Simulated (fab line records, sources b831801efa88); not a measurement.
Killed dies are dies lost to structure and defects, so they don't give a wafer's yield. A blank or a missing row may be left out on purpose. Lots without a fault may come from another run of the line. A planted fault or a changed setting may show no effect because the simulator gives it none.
Chamber matching | flow sfq_line | SFQ_TRILAYER_I6_CMP_CMP_166 on cmp-02: 4 sister chambers
The step polishes SiO2. 8 wafers are shown with their chamber, then 7 later ones without.

WAFERS WITH THEIR CHAMBER
wafer  | chamber | time_to_endpoint_s (s) | motor_current_A (A)
L284.3 | 0       | 218                    | 10.7
L285.1 | 0       | 221                    | 11.5
L285.4 | 1       | 231                    | 12.0
L287.2 | 1       | 230                    | 11.3
L287.3 | 2       | 215                    | 10.6
L287.4 | 3       | 230                    | 11.1
L298.3 | 3       | 209                    | 10.7
L298.4 | 2       | 214                    | 10.5

WAFERS WITHOUT THEIR CHAMBER
wafer  | time_to_endpoint_s (s) | motor_current_A (A)
L298.5 | 216                    | 10.4
L300.2 | 212                    | 10.9
L300.3 | 215                    | 11.7
L300.5 | 218                    | 10.9
L304.2 | 218                    | 11.0
L304.1 | 217                    | 11.4
L304.6 | 223                    | 10.2

WHICH CHAMBER EACH WENT THROUGH
wafer  | from the rows above               | in truth
L298.5 | can't be placed: 2 or 3 or 0      | 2
L300.2 | can't be placed: 2 or 3 or 0      | 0
L300.3 | can't be placed: 0 or 1 or 3 or 2 | 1
L300.5 | can't be placed: 3 or 0 or 2      | 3
L304.2 | can't be placed: 0 or 3 or 2 or 1 | 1
L304.1 | can't be placed: 0 or 3 or 1 or 2 | 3
L304.6 | can't be placed: 2 or 3 or 0      | 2
Placed correctly: 0 of 7. Can't be placed from these rows: 7 (the true chamber is among the candidates in 7). Placed wrongly: 0.
How it was worked out, from the rows above alone: a wafer's distance from a chamber is the root of the sum, over the readings, of the square of ((its reading less the chamber's mean) divided by the reading's scatter). The wafer belongs to the nearest chamber; if the next one is less than 2 further off, it can't be placed. A chamber's mean is the mean of its shown wafers. The scatter: the root of (the sum of the squares of (reading less its chamber's mean) over the shown wafers, divided by (wafers less chambers)).
